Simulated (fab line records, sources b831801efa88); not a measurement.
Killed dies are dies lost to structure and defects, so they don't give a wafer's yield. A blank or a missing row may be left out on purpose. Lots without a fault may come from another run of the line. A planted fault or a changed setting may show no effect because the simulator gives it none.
Problem report in the 8D (eight disciplines) form, filled by code | flow sky130 | the parts of the form that need people (team, actions taken, sign-off) are left out

1. THE PROBLEM
NWELL_OXIDATION_THK at SKY_NWELL_THK_MEAS_02 reads a mean of 8.20 nm on 6 wafers of 2 lots; wafers without a fault read 10.04 nm with a standard deviation of 0.21. That is -8.8 standard deviations from the usual mean.
First seen on wafer L465.1, day 5 12:08, on film_metro-01. The record holds 36 wafers of 12 lots with a number at this step. Rule for "out", or "out of limits": more than 4 standard deviations from the usual mean. The other wafers with a number count as sound.

2. WHAT IT IS AND WHAT IT IS NOT
question                    | is                           | is not
which readings at this step | NWELL_OXIDATION_THK          | -
which lots                  | L465, L466                   | L451, L452, L453, L456, L458, L459, L462, L464, L469, L473
which wafers of those lots  | all that have a number       | -
read on which gauges        | film_metro-01, film_metro-04 | film_metro-03
when                        | from day 5 12:08             | up to then (24 sound wafers); but 6 sound wafers of L469, L473 came after

3. SUSPECTS, AND WHAT RULES EACH OUT
Counting: a tool at a process step up to the reading stays a suspect if it ran every lot that is out and no sound lot after the first of them.
- the gauge at SKY_NWELL_THK_MEAS_02: ruled out. The wafers that are out were read on 2 gauges (film_metro-01, film_metro-04).
- furnace-01 at SKY_NWELL_OXIDATION_01 (stabilise 600 s, purge 300 s, target thk 10 nm): kept. It ran every lot that is out, first L465 (day 5 10:45), and no sound lot after that; its last sound lot up to then is L464 (day 5 07:17). Its own readings are out on those wafers: spike_tc_bottom_C, spike_tc_centre_C, spike_tc_lower_C, spike_tc_top_C, spike_tc_upper_C, tube_center_temp_C, tube_center_temp_C_max.
Left after counting: furnace-01 at SKY_NWELL_OXIDATION_01.

4. THE CAUSE (what the simulator had put in)
Process parameter drift: furnace-01, from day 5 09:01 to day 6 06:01, at SKY_NWELL_OXIDATION_01. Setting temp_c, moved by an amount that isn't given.
Counting left only this tool.

5. THE CHAIN OF EFFECTS, in route order
Each row: a reading whose mean over the struck wafers that have a number lies more than 3 standard deviations from the usual. Only readings for which the record gives a usual standard deviation are gone through. hours: the time from each lot's start at the first step in this table that gives one to its start at this step, as a median over the lots. sigmas: the change in usual standard deviations.
hours | step                   | reading                | usual    | on struck wafers | change | sigmas
0     | SKY_NWELL_OXIDATION_01 | spike_tc_bottom_C      | 916.7 C  | 895.9            | -20.8  | -8.3
0     | SKY_NWELL_OXIDATION_01 | spike_tc_centre_C      | 900.8 C  | 876.1            | -24.7  | -15
0     | SKY_NWELL_OXIDATION_01 | spike_tc_lower_C       | 900.0 C  | 876.3            | -23.7  | -24
0     | SKY_NWELL_OXIDATION_01 | spike_tc_top_C         | 909.6 C  | 886.7            | -22.9  | -23
0     | SKY_NWELL_OXIDATION_01 | spike_tc_upper_C       | 901.1 C  | 878.4            | -22.7  | -19
0     | SKY_NWELL_OXIDATION_01 | tube_center_temp_C     | 899.99 C | 877.05           | -22.94 | -99 or more
0     | SKY_NWELL_OXIDATION_01 | tube_center_temp_C_max | 902.3    | 879.4            | -22.9  | -62
0     | SKY_NWELL_OXIDATION_01 | zone_power_lower_pct   | 20.31 %  | 19.40            | -0.91  | -3.4
0     | SKY_NWELL_OXIDATION_01 | zone_power_upper_pct   | 17.07 %  | 16.11            | -0.96  | -4.6
1     | SKY_NWELL_THK_MEAS_02  | NWELL_OXIDATION_THK    | 10.04 nm | 8.20             | -1.84  | -8.8
The process steps in it:
- SKY_NWELL_OXIDATION_01: stabilise 600 s, purge 300 s, target thk 10 nm.
Later measuring or inspecting steps at which every struck wafer that the step has a row for has a number for every such reading, and none has moved that far: SKY_SD_P_CD_MEAS_07, SKY_SD_P_OVL_MEAS_08, SKY_LOCAL_INTERCONNECT_RS_MEAS_01.

6. WHAT WOULD HAVE CAUGHT IT SOONER
In this record the first reading out of limits at a measuring or inspecting step was taken at day 5 12:08, 3 hours after the fault began at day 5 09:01.
The tool's own readings at SKY_NWELL_OXIDATION_01 were out on every struck wafer that the step has a row for (spike_tc_bottom_C, spike_tc_centre_C, spike_tc_lower_C, spike_tc_top_C, spike_tc_upper_C, tube_center_temp_C, tube_center_temp_C_max): an alarm limit on them would have fired on the first of those.
Of the lots that are out (2), L466 began SKY_NWELL_OXIDATION_01 on furnace-01 after day 5 12:08. A hold on the tool at that time would have spared it.
